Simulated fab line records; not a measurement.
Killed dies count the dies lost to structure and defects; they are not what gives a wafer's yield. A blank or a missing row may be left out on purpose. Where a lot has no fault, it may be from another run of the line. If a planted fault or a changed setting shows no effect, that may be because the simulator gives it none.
One fault through the eyes of 2 desks	flow sky130	each desk has only its own numbers; what lay behind them comes last

DESK OF THE TOOL OWNER: litho track-04
The tool's own readings at SKY_RES_XHIGH_SOFTBAKE_03 (time 60 s): means of the sampled wafers that have a number, for each lot that ran on this tool. A lot is out of limits, marked OUT, if its mean lies more than 4 standard deviations from the usual mean; the brackets give that distance.
Columns: A = heater power total W at SKY_RES_XHIGH_SOFTBAKE_03, usual 56.59 W; B = run length s at SKY_RES_XHIGH_SOFTBAKE_03, usual 89.02 s
lot	first seen here	A	B
L208	day 30 04:46	56.58	88.99
L214	day 32 01:04	58.54 (+42) OUT	83.86 (-37) OUT
This desk's finding: out of limits on L214; first on L214, day 32 01:04 (heater power total W at SKY_RES_XHIGH_SOFTBAKE_03). L208 stayed within limits.

THE METROLOGY DESK
Means of the sampled wafers that have a number, per lot and without regard to the tool the lot ran on: this is what the gauges read. A lot is out of limits, marked OUT, if its mean lies more than 4 standard deviations from the usual mean; the brackets give that distance.
Columns: A = cd nm at SKY_SD_P_CD_MEAS_07, usual 381.2 nm; B = SD_P_OVL at SKY_SD_P_OVL_MEAS_08, usual -0.2 nm; C = SD_P_TW at SKY_SD_P_TW_MEAS_11, usual 2833
lot	first seen here	A	B	C
L205	day 28 04:51	381.3	1.3	2812
L208	day 29 14:00	381.0	-0.2	2843
L214	day 31 11:15	379.6	0.7	2840
L217	day 32 05:03	380.3	0.5	2841
L220	day 33 03:01	374.1	-1.9	2813
This desk's verdict: no lot among the 5 shows anything out of limits.

BROUGHT TOGETHER
On L214, at day 32 01:04, an alarm was possible from the tool owner's desk.
Nothing out of limits was seen by the metrology desk.
The metrology desk has L214 on record, within its limits.
SKY_RES_XHIGH_SOFTBAKE_03 was run on litho track-04 by each of the lots named.

WHAT THE SIMULATOR HAD PUT IN
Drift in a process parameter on litho track-04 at SKY_RES_XHIGH_SOFTBAKE_03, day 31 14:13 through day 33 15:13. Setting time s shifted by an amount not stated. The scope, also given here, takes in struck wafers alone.
Shown lots that were struck: L214.
Each desk's first reading out of limits, in hours after the fault started: the tool owner's desk, 11.
